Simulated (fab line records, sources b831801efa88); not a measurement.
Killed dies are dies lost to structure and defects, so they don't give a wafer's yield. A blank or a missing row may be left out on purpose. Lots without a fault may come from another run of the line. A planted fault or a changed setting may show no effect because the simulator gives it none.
Chamber matching | flow sky130 | SKY_VIA1_ETCH_15 on rie_diel-04: 4 sister chambers
The step etches SiO2 in C4F8/O2/Ar, stops on TiN, target depth 351 nm, time 54 s. 8 wafers are shown with their chamber, then 8 later ones without.

WAFERS WITH THEIR CHAMBER
wafer  | chamber | oes_product_au (a.u.)
L078.5 | 3       | 0.994
L085.1 | 0       | 0.981
L085.5 | 3       | 0.988
L084.2 | 0       | 0.983
L084.6 | 2       | 0.989
L090.1 | 2       | 0.989
L090.6 | 1       | 0.989
L094.1 | 1       | 0.981

WAFERS WITHOUT THEIR CHAMBER
wafer  | oes_product_au (a.u.)
L094.2 | 0.986
L094.3 | 0.980
L094.4 | 0.979
L094.5 | 0.980
L094.6 | 0.985
L097.3 | 0.984
L097.4 | 0.981
L097.5 | 0.979

WHICH CHAMBER EACH WENT THROUGH
wafer  | from the rows above               | in truth
L094.2 | can't be placed: 1 or 2 or 0 or 3 | 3
L094.3 | can't be placed: 0 or 1 or 2      | 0
L094.4 | can't be placed: 0 or 1 or 2      | 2
L094.5 | can't be placed: 0 or 1 or 2      | 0
L094.6 | can't be placed: 1 or 0 or 2 or 3 | 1
L097.3 | can't be placed: 1 or 0 or 2 or 3 | 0
L097.4 | can't be placed: 0 or 1 or 2      | 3
L097.5 | can't be placed: 0 or 1 or 2      | 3
Placed correctly: 0 of 8. Can't be placed from these rows: 8 (the true chamber is among the candidates in 6). Placed wrongly: 0.
How it was worked out, from the rows above alone: a wafer's distance from a chamber is the root of the sum, over the readings, of the square of ((its reading less the chamber's mean) divided by the reading's scatter). The wafer belongs to the nearest chamber; if the next one is less than 2 further off, it can't be placed. A chamber's mean is the mean of its shown wafers. The scatter: the root of (the sum of the squares of (reading less its chamber's mean) over the shown wafers, divided by (wafers less chambers)).
